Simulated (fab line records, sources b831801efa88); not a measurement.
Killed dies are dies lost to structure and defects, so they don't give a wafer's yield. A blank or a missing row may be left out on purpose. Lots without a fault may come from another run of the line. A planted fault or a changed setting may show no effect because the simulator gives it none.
Tool commonality check | flow gf180mcu | 12 lots, 36 wafers sampled

WHY IT WAS OPENED
At GF_VT_IMPLANT_TW_MEAS_32 the reading VT_IMPLANT_3_TW is flagged on 1 of 12 lots. Wafers without a fault read 269, standard deviation 3.9.
Rule: a lot is flagged when every wafer of it that has a number lies more than 4 standard deviations from that mean, or none has a number. The other lots count as sound.

lot  | measured     | on            | VT_IMPLANT_3_TW, wafer by wafer | flag
L932 | day 7 02:35  | film_metro-01 | 268 265 266                     |
L935 | day 7 21:02  | film_metro-01 | 265 266 265                     |
L936 | day 8 11:00  | film_metro-02 | 30 30 30                        | FLAGGED
L944 | day 10 07:58 | film_metro-01 | 267 265 266                     |
L945 | day 10 17:50 | film_metro-03 | 273 273 275                     |
L946 | day 10 23:31 | film_metro-02 | 267 268 267                     |
L948 | day 11 11:18 | film_metro-03 | 274 275 273                     |
L949 | day 11 15:09 | film_metro-02 | 264 267 264                     |
L950 | day 11 22:57 | film_metro-01 | 265 266 266                     |
L952 | day 12 16:42 | film_metro-03 | 271 273 272                     |
L953 | day 12 20:46 | film_metro-03 | 272 272 272                     |
L954 | day 13 00:51 | film_metro-02 | 266 267 267                     |
The numbers of the flagged lots are 30 on average: -239 against the usual, or -61 standard deviations.

WHICH TOOL RAN EACH LOT
The record holds 1 process step before the reading, out of a route of 602 steps. In each cell: the tool, then ch and the chambers that the sampled wafers went through, then the start.
lot  | flag    | GF_VT_IMPLANT_EXPOSE_26
L932 |         | iline_stepper-01 ch 0, day 6 19:07
L935 |         | iline_stepper-01 ch 0, day 7 12:58
L936 | FLAGGED | iline_stepper-01 ch 0, day 8 03:05
L944 |         | iline_stepper-01 ch 0, day 9 23:29
L945 |         | iline_stepper-01 ch 0, day 10 08:10
L946 |         | iline_stepper-01 ch 0, day 10 14:20
L948 |         | iline_stepper-02 ch 0, day 11 01:47
L949 |         | iline_stepper-01 ch 0, day 11 05:43
L950 |         | iline_stepper-01 ch 0, day 11 13:35
L952 |         | iline_stepper-02 ch 0, day 12 07:09
L953 |         | iline_stepper-01 ch 0, day 12 11:13
L954 |         | iline_stepper-02 ch 0, day 12 14:39
What these steps do:
- GF_VT_IMPLANT_EXPOSE_26: exposes mask LVPWELL HV AREA, target cd 860 nm.
- GF_VT_IMPLANT_TW_MEAS_32

FLAGGED OVER TOTAL, TOOL BY TOOL (the gauges that took the reading come last)
step                     | tool             | lots run | flagged | share of the flagged lots | sound lots run after its first flagged lot
GF_VT_IMPLANT_EXPOSE_26  | iline_stepper-01 | 9        | 1       | all                       | 6 (L944,L945,L946,L949,L950,L953)
GF_VT_IMPLANT_EXPOSE_26  | iline_stepper-02 | 3        | 0       | none                      | -
GF_VT_IMPLANT_TW_MEAS_32 | film_metro-01    | 4        | 0       | none                      | -
GF_VT_IMPLANT_TW_MEAS_32 | film_metro-02    | 4        | 1       | all                       | 3 (L946,L949,L954)
GF_VT_IMPLANT_TW_MEAS_32 | film_metro-03    | 4        | 0       | none                      | -

WHAT THE TABLE ALLOWS
2 rows of the table ran every flagged lot: iline_stepper-01 at GF_VT_IMPLANT_EXPOSE_26, film_metro-02 at GF_VT_IMPLANT_TW_MEAS_32.
- iline_stepper-01 at GF_VT_IMPLANT_EXPOSE_26: 1 of its 9 lots flagged. Sound lots ran on it after the first flagged one (L944, L945, L946, L949, L950, L953), which a lasting fault on the whole tool wouldn't allow.
- film_metro-02 at GF_VT_IMPLANT_TW_MEAS_32: 1 of its 4 lots flagged. Sound lots ran on it after the first flagged one (L946, L949, L954), which a lasting fault on the whole tool wouldn't allow.
No row of the table ran every flagged lot and no sound lot after the first.

WHAT THE SIMULATOR HAD PUT IN
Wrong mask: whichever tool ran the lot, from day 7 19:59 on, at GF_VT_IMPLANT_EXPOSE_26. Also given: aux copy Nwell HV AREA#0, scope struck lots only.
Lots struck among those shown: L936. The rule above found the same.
